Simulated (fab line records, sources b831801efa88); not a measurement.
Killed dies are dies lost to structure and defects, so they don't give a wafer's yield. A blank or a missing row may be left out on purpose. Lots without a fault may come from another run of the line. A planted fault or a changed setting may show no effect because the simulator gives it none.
Problem report in the 8D (eight disciplines) form, filled by code | flow sfq_line | the parts of the form that need people (team, actions taken, sign-off) are left out

1. THE PROBLEM
spin_speed_rpm at SFQ_TRILAYER_L0_VIA_LITHO_COAT_013 reads a mean of 2521.6 rpm on 6 wafers of 2 lots; wafers without a fault read 3000.1 rpm with a standard deviation of 1.9. That is -99 or more standard deviations from the usual mean.
The step: resist thk 650 nm.
First seen on wafer L558.4, day 7 15:02, on litho_track-01. The record holds 18 wafers of 6 lots with a number at this step. Rule for "out", or "out of limits": more than 4 standard deviations from the usual mean. The other wafers with a number count as sound.

2. WHAT IT IS AND WHAT IT IS NOT
question                    | is                     | is not
which readings at this step | spin_speed_rpm         | -
which lots                  | L558, L560             | L554, L555, L557, L567
which wafers of those lots  | all that have a number | -
read on which tools         | litho_track-01         | litho_track-03, litho_track-04
when                        | from day 7 15:02       | up to then (9 sound wafers); but 3 sound wafers of L567 came after

3. SUSPECTS, AND WHAT RULES EACH OUT
Counting: a tool at a process step up to the reading stays a suspect if it ran every lot that is out and no sound lot after the first of them.
- rie_metal-03 at SFQ_TRILAYER_L0_BARC_OPEN_METAL_ETCH_010 (etches BARC in O2, target depth 125 nm, time 41.7 s): kept. It ran every lot that is out, first L558 (day 7 13:02), and no sound lot after that.
- rie_metal-03 at SFQ_TRILAYER_L0_ETCH_METAL_ETCH_008 (etches MoNx KI in SF6/O2, stops on SiO2, target depth 50 nm, time 25 s): kept. It ran every lot that is out, first L558 (day 7 13:09), and no sound lot after that.
- rie_metal-03 at SFQ_TRILAYER_L0_STRIP_STRIP_009 (strips in O2): kept. It ran every lot that is out, first L558 (day 7 13:47), and no sound lot after that.
- litho_track-01 at SFQ_TRILAYER_L0_VIA_LITHO_COAT_013 (resist thk 650 nm): kept. It ran every lot that is out, first L558 (day 7 15:02), and no sound lot after that; its last sound lot up to then is L555 (day 6 20:20). Its own readings are out on those wafers: spin_speed_rpm.
Left after counting: rie_metal-03 at SFQ_TRILAYER_L0_BARC_OPEN_METAL_ETCH_010, rie_metal-03 at SFQ_TRILAYER_L0_ETCH_METAL_ETCH_008, rie_metal-03 at SFQ_TRILAYER_L0_STRIP_STRIP_009, litho_track-01 at SFQ_TRILAYER_L0_VIA_LITHO_COAT_013.

4. THE CAUSE (what the simulator had put in)
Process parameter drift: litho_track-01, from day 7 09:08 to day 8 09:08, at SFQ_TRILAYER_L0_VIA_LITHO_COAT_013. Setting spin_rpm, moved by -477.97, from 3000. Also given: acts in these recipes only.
Counting left 4 suspects, and this tool is among them.

5. THE CHAIN OF EFFECTS, in route order
Each row: a reading whose mean over the struck wafers that have a number lies more than 3 standard deviations from the usual. Only readings for which the record gives a usual standard deviation are gone through. hours: the time from each lot's start at the first step in this table that gives one to its start at this step, as a median over the lots. sigmas: the change in usual standard deviations.
hours | step                               | reading        | usual      | on struck wafers | change | sigmas
0     | SFQ_TRILAYER_L0_VIA_LITHO_COAT_013 | spin_speed_rpm | 3000.1 rpm | 2521.6           | -478.5 | -99 or more
The process steps in it:
- SFQ_TRILAYER_L0_VIA_LITHO_COAT_013: resist thk 650 nm.
Later measuring or inspecting steps at which every struck wafer that the step has a row for has a number for every such reading, and none has moved that far: SFQ_L0V_OVL_MEAS_903.

6. WHAT WOULD HAVE CAUGHT IT SOONER
In this record the first reading out of limits was taken at day 7 15:02, 6 hours after the fault began at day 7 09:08.
